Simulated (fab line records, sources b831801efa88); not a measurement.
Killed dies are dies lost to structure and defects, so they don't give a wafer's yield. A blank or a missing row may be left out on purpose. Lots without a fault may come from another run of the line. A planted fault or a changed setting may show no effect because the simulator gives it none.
One fault seen from 2 desks | flow sky130 | each desk has only its own numbers; what lay behind them comes last

THE TOOL OWNER'S DESK: lpcvd-03
The tool's own readings at SKY_SONOS_ONO_CVD_04 (deposits SiO2 from SiH4/N2O, target thk 5.7199 nm): means of the sampled wafers that have a number, for each lot that ran on this tool. A lot is out of limits, marked OUT, if its mean lies more than 4 standard deviations from the usual mean; the brackets give that distance.
Columns: A = spike_tc_bottom_C at SKY_SONOS_ONO_CVD_04, usual 915.6 C; B = spike_tc_centre_C at SKY_SONOS_ONO_CVD_04, usual 900.6 C; C = spike_tc_lower_C at SKY_SONOS_ONO_CVD_04, usual 901.8 C; D = zone_power_bottom_pct at SKY_SONOS_ONO_CVD_04, usual 24.6 %; E = zone_power_centre_pct at SKY_SONOS_ONO_CVD_04, usual 19.3 %; F = zone_power_lower_pct at SKY_SONOS_ONO_CVD_04, usual 18.4 %
lot  | first seen here | A     | B     | C               | D              | E               | F
L825 | day 11 21:02    | 916.9 | 898.9 | 902.9           | 24.2           | 20.4            | 20.2
L826 | day 12 13:34    | 914.3 | 902.1 | 901.0           | 24.7           | 18.5            | 17.2
L827 | day 13 00:31    | 915.2 | 901.8 | 901.3           | 24.8           | 18.5            | 17.2
L829 | day 13 08:04    | 916.9 | 899.9 | 902.1           | 24.2           | 20.4            | 20.3
L831 | day 14 05:43    | 914.2 | 900.7 | 901.9           | 24.7           | 18.5            | 17.1
L833 | day 14 15:44    | 914.7 | 902.2 | 900.9           | 25.0           | 18.6            | 17.0
L834 | day 14 19:55    | 914.8 | 902.4 | 901.5           | 24.8           | 18.5            | 17.0
L837 | day 15 23:05    | 910.8 | 895.1 | 937.7 (+30) OUT | 19.5 (-12) OUT | 13.4 (-6.0) OUT | 36.2 (+12) OUT
L844 | day 18 04:05    | 916.1 | 898.1 | 903.9           | 24.2           | 20.3            | 20.2
L845 | day 18 09:29    | 915.3 | 900.1 | 901.5           | 24.8           | 18.6            | 17.3
L846 | day 18 21:42    | 913.9 | 902.0 | 900.7           | 24.9           | 18.4            | 17.1
L847 | day 19 08:59    | 916.0 | 899.4 | 902.9           | 24.2           | 20.5            | 20.2
This desk's finding: out of limits on L837; first on L837, day 15 23:05 (spike_tc_lower_C at SKY_SONOS_ONO_CVD_04). In limits: L825, L826, L827, L829, L831, L833, L834, L844, L845, L846, L847.

THE METROLOGY DESK
What the gauges read, lot by lot, whatever tool the lot ran on: means of the sampled wafers that have a number. A lot is out of limits, marked OUT, if its mean lies more than 4 standard deviations from the usual mean; the brackets give that distance.
Columns: A = SONOS_ONO_CVD_04_THK at SKY_SONOS_ONO_THK_MEAS_05, usual 5.77 nm; B = VIA1_OVL at SKY_VIA1_OVL_MEAS_13, usual -2 nm; C = VIA2_HDPCVD_THK at SKY_VIA2_THK_MEAS_01, usual 1178 nm
lot  | first seen here | A              | B  | C
L825 | day 11 22:18    | 5.69           | 0  | 1190
L826 | day 12 14:49    | 5.78           | 0  | 1185
L827 | day 13 01:46    | 5.47           | -0 | 1165
L829 | day 13 09:20    | 5.91           | 3  | 1182
L831 | day 14 06:58    | 5.82           | -7 | 1175
L833 | day 14 17:02    | 5.78           | -4 | 1156
L834 | day 14 21:10    | 5.92           | 2  | 1186
L837 | day 16 00:20    | 7.34 (+13) OUT | -8 | 1183
L844 | day 18 05:20    | 5.83           | 4  | 1191
L845 | day 18 10:44    | 5.67           | 1  | 1179
L846 | day 18 22:57    | 5.76           | -5 | 1189
L847 | day 19 10:14    | 5.78           | -1 | 1175
This desk's finding: out of limits on L837; first on L837, day 16 00:20 (SONOS_ONO_CVD_04_THK at SKY_SONOS_ONO_THK_MEAS_05). In limits: L825, L826, L827, L829, L831, L833, L834, L844, L845, L846, L847.

PUT TOGETHER
The tool owner's desk could have raised an alarm at day 15 23:05, on L837.
The metrology desk could have raised an alarm at day 16 00:20, on L837.
Of the lots named, all ran SKY_SONOS_ONO_CVD_04 on lpcvd-03.

WHAT THE SIMULATOR HAD PUT IN
Process parameter drift: lpcvd-03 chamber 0, from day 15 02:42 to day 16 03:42, at SKY_SONOS_ONO_CVD_04. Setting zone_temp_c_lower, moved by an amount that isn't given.
Lots struck among those shown: L837.
Hours from the fault's start to each desk's first reading out of limits: the tool owner's desk, 20; the metrology desk, 22.
